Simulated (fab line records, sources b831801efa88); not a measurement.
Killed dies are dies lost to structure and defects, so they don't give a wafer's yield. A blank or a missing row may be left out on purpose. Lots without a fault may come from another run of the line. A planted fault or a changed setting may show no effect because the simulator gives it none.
One fault seen from 2 desks | flow gf180mcu | each desk has only its own numbers; what lay behind them comes last

THE TOOL OWNER'S DESK: plasma_asher-04
The tool's own readings at GF_MVPSD_STRIP_10 (strips in O2/N2): means of the sampled wafers that have a number, for each lot that ran on this tool. A lot is out of limits, marked OUT, if its mean lies more than 4 standard deviations from the usual mean; the brackets give that distance.
Columns: A = drypump_motor_current_A at GF_MVPSD_STRIP_10, usual 5.6 A; B = heater_power_w at GF_MVPSD_STRIP_10, usual 325 W; C = oes_product_au at GF_MVPSD_STRIP_10, usual 0.722 a.u.; D = strip_time_to_endpoint_s at GF_MVPSD_STRIP_10, usual 36.94 s
lot  | first seen here | A   | B   | C               | D
L558 | day 5 07:29     | 5.6 | 298 | 0.721           | 37.02
L559 | day 5 12:31     | 5.4 | 288 | 0.720           | 36.87
L564 | day 6 19:29     | 5.4 | 288 | 0.721           | 36.98
L567 | day 7 13:22     | 5.6 | 300 | 0.889 (+43) OUT | -
L577 | day 10 05:50    | 5.4 | 288 | 0.725           | 36.88
This desk's finding: out of limits on L567; first on L567, day 7 13:22 (oes_product_au at GF_MVPSD_STRIP_10). In limits: L558, L559, L564, L577.

THE METROLOGY DESK
What the gauges read, lot by lot, whatever tool the lot ran on: means of the sampled wafers that have a number. A lot is out of limits, marked OUT, if its mean lies more than 4 standard deviations from the usual mean; the brackets give that distance.
Columns: A = MVPSD_OVL at GF_MVPSD_OVL_MEAS_07, usual 1.0 nm; B = DUAL_GATE_OXIDATION_00_THK at GF_DUAL_GATE_THK_MEAS_03, usual 10.89 nm; C = DUAL_GATE_OVL at GF_DUAL_GATE_OVL_MEAS_11, usual 0.8 nm
lot  | first seen here | A    | B     | C
L557 | day 5 03:24     | -1.9 | 11.12 | -0.3
L558 | day 5 07:09     | 1.0  | 10.73 | 1.8
L559 | day 5 12:11     | 2.6  | 10.87 | 1.3
L562 | day 6 06:50     | 1.2  | 10.77 | 2.6
L564 | day 6 19:10     | 1.1  | 10.75 | 0.5
L565 | day 6 23:34     | -0.5 | 11.30 | 0.3
L567 | day 7 13:01     | 1.0  | 10.73 | -0.3
L568 | day 7 20:53     | 1.3  | 10.29 | 0.9
L569 | day 8 03:46     | 1.2  | 10.53 | 1.0
L576 | day 9 22:19     | 0.3  | 10.87 | 1.2
L577 | day 10 05:31    | 2.3  | 10.74 | 1.3
L578 | day 10 11:30    | 1.2  | 11.12 | -0.6
L579 | day 10 17:28    | 1.2  | 10.96 | -0.7
This desk's finding: nothing out of limits on any of the 13 lots.

PUT TOGETHER
The tool owner's desk could have raised an alarm at day 7 13:22, on L567.
The metrology desk saw nothing out of limits.
The metrology desk has L567 on record, within its limits.
Of the lots named, all ran GF_MVPSD_STRIP_10 on plasma_asher-04.

WHAT THE SIMULATOR HAD PUT IN
Strip aborted: plasma_asher-04, from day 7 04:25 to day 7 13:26, at GF_MVPSD_STRIP_10. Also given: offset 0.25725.
Lots struck among those shown: L567.
Hours from the fault's start to each desk's first reading out of limits: the tool owner's desk, 9.
